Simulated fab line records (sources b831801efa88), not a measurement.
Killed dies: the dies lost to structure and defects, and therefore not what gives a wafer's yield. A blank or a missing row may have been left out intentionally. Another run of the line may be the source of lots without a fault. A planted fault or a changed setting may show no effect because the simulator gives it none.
fab line records	flow sfq-line
[record] lots = 5	wafers = 15	last-day = 75
route steps=325 shown M2@102 I2@103
lots with no fault: from the same line, run without faults
start-h: hours from the record's first day to the start of the lot's first wafer shown	wait-h: hours since the lot's step before	" unchanged from the row above	L1.1+2: a single row standing in for several wafers	- either no value or no given start	* or withheld: withheld	< > ~ a bound
route shown NAME@n: names a module that has steps shown in the file, with the first one's number in the route	usual: mean/standard deviation of fault-free wafers	same: alike in all rows	chamber/n: place in a boat	sites: readings site by site	_std_site: the values' standard deviation	_edge_site: the outer-site mean with the inner-site mean subtracted	radius-mm: how far each site lies from the wafer's centre	mask NAME#n: copy n	behind: the last tool/chamber to shape the wafer	hold: reason for holding the lot/hours on hold/outcome of the hold	device: names the non-switching transistor (n, p or np)	end of line: the tests these same wafers got at the end of their route	step lacking rows: just its recipe	killed: dies lost to structure and defects at the first sort, not the wafer's yield	map: dies across one wafer; x = killed, . = not, _ = none there
set.NAME: setting as actually run; set.NAME@STEP: the setting as run at that earlier step	model.NAME: the simulator's own value behind a step, which no gauge read
lots at selected steps of the route; one table per step, one row per wafer
services: from which hour (start-h, from the record's first day; less than 0 if before it) a tool's chamber was out of use, for how many hours, and why
[[steps]]
[step SFQ_TRILAYER_M2_STRIP_SOLV_CLEAN_062]
[recipe] chemistry = NMP	temp-c = 70	time-s = 600
[step SFQ_TRILAYER_I2_DEP_PECVD_063]
[recipe] material = SiO2	temp-c = 150	time-s = 111.11	pressure-torr = 2.4	rf-w = 183.3	precursor = SiH4/N2O	target-thk-nm = 500
[usual] heater-power-outer-w = 33/9.7	heater-power-w = 86/16	throttle-valve-pct = 24.5/1.3
[same] time-s = 111.11
lot.wafer	tool	chamber	start-h	wait-h	heater-power-outer-w	heater-power-w	since-wet-clean-h	throttle-valve-pct
L998.1	pecvd-03	0	541.34	0.0	38	89	333	22.4
L998.2	"	1	"	"	22	73	333	24.0
L998.6	"	2	"	"	45	103	-	23.6
L103.4	pecvd-02	2	605.22	0.0	52	124	-	24.2
L103.5	"	0	"	"	43	101	-	21.5
L103.6	"	1	"	"	17	70	-	23.5
L106.2	pecvd-02	2	637.76	0.0	46	118	60	23.7
L106.3	"	0	"	"	44	101	60	22.0
L106.5	"	1	"	"	21	76	-	23.8
L111.2	pecvd-02	1	675.98	0.0	19	73	98	24.0
L111.4	"	2	"	"	54	127	-	24.0
L111.5	"	1	"	"	22	76	-	23.9
L114.4	pecvd-01	2	721.17	0.0	18	64	-	25.4
L114.5	"	1	"	"	35	83	-	24.9
L114.6	"	0	"	"	30	76	-	26.4
[step SFQ_TRILAYER_I2_CMP_CMP_064]
[recipe] material = SiO2	down-force-psi = 3	platen-rpm = 60	pad-velocity-m-s = 0.94248
[usual] motor-current-A = 10.5/1	time-to-endpoint-s = 216/6.3
lot.wafer	tool	chamber	start-h	wait-h	motor-current-A	time-to-endpoint-s
L998.1	cmp-02	3	544.98	3.6	9.8	220
L998.2	"	0	"	"	11.2	226
L998.6	"	2	546.48	5.1	10.4	226
L103.4	cmp-01	0	613.04	7.8	10.5	225
L103.6	"	3	614.54	9.3	12.1	232
L103.5	"	0	"	"	10.9	223
L106.2	cmp-01	2	647.94	10.1	9.6	210
L106.3	"	3	"	"	12.6	213
L106.5	"	2	649.94	12.1	9.1	221
L111.2	cmp-02	1	694.83	18.8	10.6	205
L111.4	"	2	"	"	10.8	209
L111.5	"	0	696.33	20.3	10.9	215
L114.4	cmp-01	2	741.69	20.5	9.0	212
L114.6	"	1	743.19	22.0	9.8	223
L114.5	"	2	"	"	9.3	224
[step SFQ_I2_BOW_MEAS_917]
[recipe] mode = bow
[usual] I2_BOW = 1/7.9
lot.wafer	tool	chamber	start-h	wait-h	I2_BOW[um]
L998.1	film-metro-03	-	547.48	2.0	-5
L998.2	"	-	"	"	-2
L998.6	"	-	"	"	-10
L103.4	film-metro-03	-	615.60	2.1	-1
L103.5	"	-	"	"	-3
L103.6	"	-	"	"	-4
L106.2	film-metro-04	-	650.96	2.5	-7
L106.3	"	-	"	"	-6
L106.5	"	-	"	"	-6
L111.2	film-metro-03	-	697.35	2.0	4
L111.4	"	-	"	"	-2
L111.5	"	-	"	"	9
L114.4	film-metro-04	-	744.25	2.1	-3
L114.5	"	-	"	"	13
L114.6	"	-	"	"	4
[step SFQ_TRILAYER_I2_METRO_MEASURE_065]
[usual] thk-nm = 200.2/0.88
lot.wafer	tool	chamber	start-h	wait-h	thk-nm
L998.1	film-metro-03	-	547.60	0.1	200.1
L998.2	"	-	"	"	200.4
L998.6	"	-	"	"	198.4
L103.4	film-metro-03	-	616.26	0.6	199.6
L103.5	"	-	"	"	200.9
L103.6	"	-	"	"	200.9
L106.2	film-metro-04	-	651.26	0.3	200.0
L106.3	"	-	"	"	199.8
L106.5	"	-	"	"	199.3
L111.2	film-metro-03	-	697.65	0.3	199.4
L111.4	"	-	"	"	201.0
L111.5	"	-	"	"	201.1
L114.4	film-metro-04	-	744.91	0.6	200.0
L114.5	"	-	"	"	200.1
L114.6	"	-	"	"	199.9
[step SFQ_TRILAYER_I2_VIA_LITHO_COAT_072]
[recipe] resist = BARC	spin-rpm = 3000	resist-thk-nm = 62
[step SFQ_TRILAYER_I2_VIA_LITHO_COAT_067]
[recipe] resist = KrF	spin-rpm = 3000	resist-thk-nm = 650
[step SFQ_TRILAYER_I2_VIA_LITHO_SOFTBAKE_071]
[recipe] temp-c = withheld	time-s = withheld	resist = KrF
[step SFQ_TRILAYER_I2_VIA_LITHO_EXPOSE_068]
[recipe] mask-id = I2	na = 0.6	source-shape = conventional	sigma-outer = 0.65	target-cd-nm = 500	dose-mj = 21.3
[step SFQ_TRILAYER_I2_VIA_LITHO_PEB_070]
[recipe] peb-temp-c = 115	peb-time-s = 60	resist = KrF
[step SFQ_TRILAYER_I2_VIA_LITHO_DEVELOP_069]
[recipe] time-s = 60	resist = KrF
[step SFQ_I2_OVL_MEAS_918]
[usual] I2_OVL = 2/5.8
lot.wafer	tool	chamber	start-h	wait-h	I2_OVL[nm]
L998.1	overlay-01	-	652.19	0.1	8
L998.2	"	-	"	"	6
L998.6	"	-	"	"	13
L103.4	overlay-02	-	723.76	0.1	-3
L103.5	"	-	"	"	-8
L103.6	"	-	"	"	-7
L106.2	overlay-01	-	760.39	0.1	-2
L106.3	"	-	"	"	7
L106.5	"	-	"	"	5
L111.2	overlay-02	-	809.59	0.1	4
L111.4	"	-	"	"	4
L111.5	"	-	"	"	10
L114.4	overlay-01	-	846.81	0.1	2
L114.5	"	-	"	"	6
L114.6	"	-	"	"	2
[step SFQ_TRILAYER_I2_VIA_BARC_OPEN_VIA_ETCH_096]
[recipe] mask-material = PR	chemistry = O2	target-depth-nm = 125	target = BARC	source-w = 500	bias-w = 80	pressure-mtorr = 30	time-s = 41.7
[usual] drypump-motor-current-A = 5.5/0.39	oes-product-au = 0.685/0.005	run-length-s = 70.0/0.48
lot.wafer	tool	chamber	start-h	wait-h	drypump-motor-current-A	oes-product-au	rf-hours-counter-h	run-length-s	model.KrF_of_TRILAYER_I2_VIA_LITHO_COAT_067.thk-nm
L998.1	rie-diel-03	2	652.23	0.0	5.5	0.683	5	70.1	569.8
L998.2	"	1	"	"	5.4	0.680	14	69.8	571.6
L998.6	"	1	"	"	5.4	0.676	-	70.2	573.8
L103.4	rie-diel-03	1	723.79	0.0	5.4	0.687	-	70.1	571.7
L103.5	"	2	"	"	5.5	0.894	-	57.6	584.3
L103.6	"	0	"	"	6.0	0.688	-	69.1	570.1
L106.2	rie-diel-02	3	760.42	0.0	6.0	0.679	11	71.5	574.4
L106.3	"	2	"	"	6.0	0.683	7	70.3	571.2
L106.5	"	1	"	"	5.2	0.689	-	70.4	572.5
L111.2	rie-diel-04	2	809.62	0.0	5.4	0.684	30	70.6	571.1
L111.4	"	1	"	"	5.8	0.690	4	69.7	573.8
L111.5	"	3	"	"	4.9	0.688	-	69.7	572.6
L114.4	rie-diel-04	2	846.84	0.0	5.4	0.680	-	70.2	572.6
L114.5	"	3	"	"	4.9	0.684	-	69.6	574.5
L114.6	"	1	"	"	5.8	0.683	-	69.5	575
[step SFQ_TRILAYER_I2_VIA_ETCH_VIA_ETCH_070]
[recipe] target = SiO2	stop-on = Nb	mask-material = PR	taper-deg = 20	chemistry = CHF3	target-depth-nm = 260	source-w = 500	bias-w = 80	pressure-mtorr = 30	time-s = withheld
[usual] drypump-motor-current-A = 5.5/0.39	oes-product-au = 0.855/0.0049
lot.wafer	tool	chamber	start-h	wait-h	drypump-motor-current-A	oes-product-au	model.KrF_of_TRILAYER_I2_VIA_LITHO_COAT_067.thk-nm
L998.1	rie-diel-03	2	652.28	0.0	5.5	0.855	525.2
L998.2	"	1	"	"	5.4	0.853	527.3
L998.6	"	1	"	"	5.4	0.852	529.6
L103.4	rie-diel-03	1	723.87	0.1	5.4	0.846	527.2
L103.5	"	2	"	"	5.5	0.859	539.1
L103.6	"	0	"	"	6.0	0.857	525.5
L106.2	rie-diel-02	3	760.46	0.0	6.0	0.857	530.7
L106.3	"	2	"	"	6.0	0.853	526.1
L106.5	"	1	"	"	5.1	0.856	528.3
L111.2	rie-diel-04	2	809.66	0.0	5.4	0.853	526.5
L111.4	"	1	"	"	5.8	0.854	529.9
L111.5	"	3	"	"	4.9	0.867	527.4
L114.4	rie-diel-04	2	846.92	0.1	5.4	0.853	528.2
L114.5	"	3	"	"	4.9	0.858	529.1
L114.6	"	1	"	"	5.8	0.847	530.8
[step SFQ_TRILAYER_I2_VIA_STRIP_STRIP_071]
[recipe] gas = O2	power-w = 200	platen-temp-c = 40	overash-fraction = 0.65	chemistry = O2	pressure-mtorr = 50
[usual] drypump-motor-current-A = 5.9/0.34	oes-product-au = 0.996/0.0092
lot.wafer	tool	chamber	start-h	wait-h	drypump-motor-current-A	oes-product-au	rf-hours-counter-h
L998.1	rie-metal-02	0	652.45	-	5.6	1.007	84
L998.2	"	1	"	"	6.2	1.005	57
L998.6	"	1	"	"	6.2	0.995	-
L103.4	rie-metal-04	1	724.13	-	5.4	0.995	-
L103.5	"	1	"	"	5.4	0.996	-
L103.6	"	0	"	"	6.4	0.987	-
L106.2	rie-metal-01	0	760.58	-	5.8	0.997	146
L106.3	"	0	"	"	5.8	0.997	-
L106.5	"	0	"	"	5.8	0.993	-
L111.2	rie-metal-02	0	809.78	-	5.6	0.994	113
L111.4	"	0	"	"	5.6	0.993	-
L111.5	"	1	"	"	6.3	1.007	-
L114.4	rie-metal-04	1	847.18	-	5.5	0.998	-
L114.5	"	1	"	"	5.4	1.003	-
L114.6	"	0	"	"	6.4	1.014	-
[[services]]
tool	chamber	start-h	hours	kind
rie-diel-03	2	522.96	2.8	repair
cmp-01	-	526.00	1.1	repair
rie-diel-04	2	544.58	2.9	repair
pecvd-02	-	563.75	14.0	pm
pecvd-02	-	570.65	1.0	repair
pecvd-02	2	579.24	5.7	repair
rie-diel-03	-	620.85	15.6	pm
rie-diel-04	3	622.18	107.6	repair
rie-diel-03	2	644.45	2.7	repair
rie-diel-03	3	646.45	7.1	repair
rie-diel-04	-	653.88	0.6	repair
film-metro-03	-	656.92	1.9	pm
film-metro-03	-	676.72	1.3	pm
rie-diel-03	3	686.55	18.3	repair
rie-diel-03	1	686.80	5.1	repair
rie-diel-04	0	692.51	5.2	repair
pecvd-02	0	728.92	18.9	repair
cmp-01	-	731.94	6.2	pm
film-metro-03	-	733.26	1.0	pm
pecvd-02	-	734.33	2.8	pm
rie-diel-04	0	772.96	9.5	repair
rie-diel-04	2	803.85	3.6	repair
rie-diel-03	3	830.64	19.1	repair
rie-diel-04	0	836.30	12.3	repair
[[key]]
[first-sign] step = SFQ_TRILAYER_I2_VIA_BARC_OPEN_VIA_ETCH_096	reading = oes-product-au	direction = up	sigmas = 42	usual = 0.685	struck = 0.894
[effect] step = SFQ_TRILAYER_I2_VIA_BARC_OPEN_VIA_ETCH_096	reading = run-length-s	direction = down	sigmas = 26	usual = *	struck = *
[model-effect] step = SFQ_TRILAYER_I2_VIA_BARC_OPEN_VIA_ETCH_096	value = KrF_of_TRILAYER_I2_VIA_LITHO_COAT_067.thk-nm	without = 569.6	struck = 584.3
[model-effect] step = SFQ_TRILAYER_I2_VIA_ETCH_VIA_ETCH_070	value = KrF_of_TRILAYER_I2_VIA_LITHO_COAT_067.thk-nm	without = 524.4	struck = 539.1
met-at SFQ_TRILAYER_I2_VIA_BARC_OPEN_VIA_ETCH_096
struck-wafers L103.5
onset-between 652.23 723.79
[fault] kind = process-parameter-drift	tool = rie-diel-03	chamber = 2	onset-h = 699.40	steps = SFQ_TRILAYER_I2_VIA_BARC_OPEN_VIA_ETCH_096	channel = time-s	offset = *	shape = step	end-h = 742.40	acts-in = *	stated = *
